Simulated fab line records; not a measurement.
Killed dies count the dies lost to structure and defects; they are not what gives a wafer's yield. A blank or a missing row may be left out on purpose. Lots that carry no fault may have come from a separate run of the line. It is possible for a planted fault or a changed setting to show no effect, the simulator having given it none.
Which tool was responsible? -- flow sky130 -- Sampling: 12 lots, 36 wafers, 4 of 708 route steps

WHAT THE GAUGES READ, wafer by wafer
SKY_METAL4_CD_MEAS_13: target cd 300 nm.
lot,measured,on,cd_nm (nm)
L299,day 42 12:58,cd_sem-02,300.6 297.9 299.7
L300,day 42 18:52,cd_sem-02,299.3 298.7 299.3
L302,day 43 05:37,cd_sem-02,299.1 300.5 300.2
L303,day 43 08:57,cd_sem-02,297.5 300.3 298.3
L307,day 44 12:09,cd_sem-02,300.4 301.9 300.1
L308,day 44 12:45,cd_sem-01,299.2 299.9 299.1
L310,day 45 02:27,cd_sem-01,297.9 296.7 298.5
L311,day 45 10:04,cd_sem-01,294.6 295.8 295.7
L313,day 45 19:25,cd_sem-01,298.1 297.3 298.6
L317,day 46 16:20,cd_sem-01,298.6 299.0 298.7
L318,day 46 21:56,cd_sem-01,300.8 301.2 301.3
L322,day 48 00:58,cd_sem-01,298.9 298.0 298.3

TOOL THAT RAN EACH LOT (tool first, then ch and the chambers of the sampled wafers, then the start)
lot,SKY_VIA2_STRIP_16,SKY_VIA3_SPUTTER_20,SKY_METAL4_SPUTTER_04
L299,"plasma_asher-02 ch 0,1, day 37 03:04","pvd_sputter-01, day 40 11:44","pvd_sputter-04, day 40 12:31"
L300,"plasma_asher-02 ch 0,1, day 37 11:44","pvd_sputter-04, day 40 18:52","pvd_sputter-01, day 40 19:38"
L302,"plasma_asher-03 ch 0,1, day 37 23:25","pvd_sputter-04, day 41 05:38","pvd_sputter-04, day 41 06:25"
L303,"plasma_asher-01 ch 0,1, day 38 02:16","pvd_sputter-01, day 41 08:22","pvd_sputter-04, day 41 09:08"
L307,"plasma_asher-02 ch 0,1, day 39 07:35","pvd_sputter-04, day 42 12:59","pvd_sputter-02, day 42 13:46"
L308,"plasma_asher-01 ch 0,1, day 39 09:26","pvd_sputter-04, day 42 14:08","pvd_sputter-02, day 42 15:01"
L310,"plasma_asher-01 ch 0,1, day 40 00:22","pvd_sputter-03, day 43 03:09","pvd_sputter-02, day 43 03:56"
L311,"plasma_asher-01 ch 0,1, day 40 06:51","pvd_sputter-03, day 43 10:43","pvd_sputter-01, day 43 11:29"
L313,"plasma_asher-02 ch 0,1, day 40 20:02","pvd_sputter-04, day 43 21:27","pvd_sputter-02, day 43 22:13"
L317,"plasma_asher-02 ch 0,1, day 41 15:31","pvd_sputter-03, day 44 17:46","pvd_sputter-02, day 44 18:32"
L318,"plasma_asher-02 ch 0,1, day 42 01:37","pvd_sputter-03, day 45 01:30","pvd_sputter-04, day 45 02:16"
L322,"plasma_asher-01 ch 0,1, day 43 05:55","pvd_sputter-04, day 46 06:29","pvd_sputter-02, day 46 07:15"
- SKY_VIA2_STRIP_16: strips in O2/N2.
- SKY_VIA3_SPUTTER_20: material TiN, target thk 20 nm, time 80 s.
- SKY_METAL4_SPUTTER_04: material TiN, target thk 70 nm, time 58.3 s.

WHAT THE TOOLS THEMSELVES READ (means of the sampled wafers that have a number; where no wafer has one, the mark that the record gives instead)
SKY_VIA2_STRIP_16.
lot,tool,drypump_motor_current_A (A),oes_product_au (a.u.),strip_time_to_endpoint_s (s)
L299,plasma_asher-02,5.6,0.400,4.077
L300,plasma_asher-02,5.6,0.399,4.032
L302,plasma_asher-03,5.8,0.399,4.082
L303,plasma_asher-01,5.7,0.399,4.021
L307,plasma_asher-02,6.0,0.398,4.026
L308,plasma_asher-01,5.7,0.397,4.013
L310,plasma_asher-01,5.8,0.402,4.058
L311,plasma_asher-01,5.8,0.399,4.052
L313,plasma_asher-02,6.0,0.393,4.055
L317,plasma_asher-02,5.6,0.402,4.018
L318,plasma_asher-02,6.0,0.399,4.032
L322,plasma_asher-01,5.7,0.400,4.033

SKY_VIA3_SPUTTER_20.
lot,tool,chamber_pressure_pa (Pa),throttle_valve_pct (%)
L299,pvd_sputter-01,5.004,29.6
L300,pvd_sputter-04,5.002,31.1
L302,pvd_sputter-04,5.002,30.8
L303,pvd_sputter-01,5.009,29.8
L307,pvd_sputter-04,4.997,30.5
L308,pvd_sputter-04,4.989,31.1
L310,pvd_sputter-03,5.006,30.4
L311,pvd_sputter-03,5.007,30.0
L313,pvd_sputter-04,5.007,29.2
L317,pvd_sputter-03,5.004,30.0
L318,pvd_sputter-03,5.002,30.5
L322,pvd_sputter-04,5.009,29.2

SKY_METAL4_SPUTTER_04.
lot,tool,chamber_pressure_pa (Pa),throttle_valve_pct (%)
L299,pvd_sputter-04,0.4007,30.0
L300,pvd_sputter-01,0.3994,30.0
L302,pvd_sputter-04,0.3994,30.0
L303,pvd_sputter-04,0.3994,30.7
L307,pvd_sputter-02,0.4009,31.0
L308,pvd_sputter-02,0.3995,30.7
L310,pvd_sputter-02,0.3997,31.0
L311,pvd_sputter-01,0.4003,29.8
L313,pvd_sputter-02,0.4010,30.2
L317,pvd_sputter-02,0.3999,31.2
L318,pvd_sputter-04,0.3988,30.3
L322,pvd_sputter-02,0.4004,31.0

THE ANSWER, worked out from the rows above alone
Rule: usual is defined by the lots themselves. The widest of any qualifying gaps counts: lots, ordered by their means at a reading, are off when they make up no more than a third of the lots, leave a main group of 4 or more, and stand apart from it by 3 or more times the standard deviation of that group's means. Not used: any main group whose means are identical at the precision the tables above print for the reading. A lot without any number at a reading at which 4 lots or more have one is off too. The other lots that the step has rows for count as sound. First the gauges in route order, then the tools' own readings, where a lot's mean is used as printed above. The first step at which some lot is off is used, and at that step the reading that is off furthest; a lot without a number counts as furthest.
Across all readings shown, no lot is off: no conclusion can be drawn from this.

WHAT THE SIMULATOR HAD INSERTED
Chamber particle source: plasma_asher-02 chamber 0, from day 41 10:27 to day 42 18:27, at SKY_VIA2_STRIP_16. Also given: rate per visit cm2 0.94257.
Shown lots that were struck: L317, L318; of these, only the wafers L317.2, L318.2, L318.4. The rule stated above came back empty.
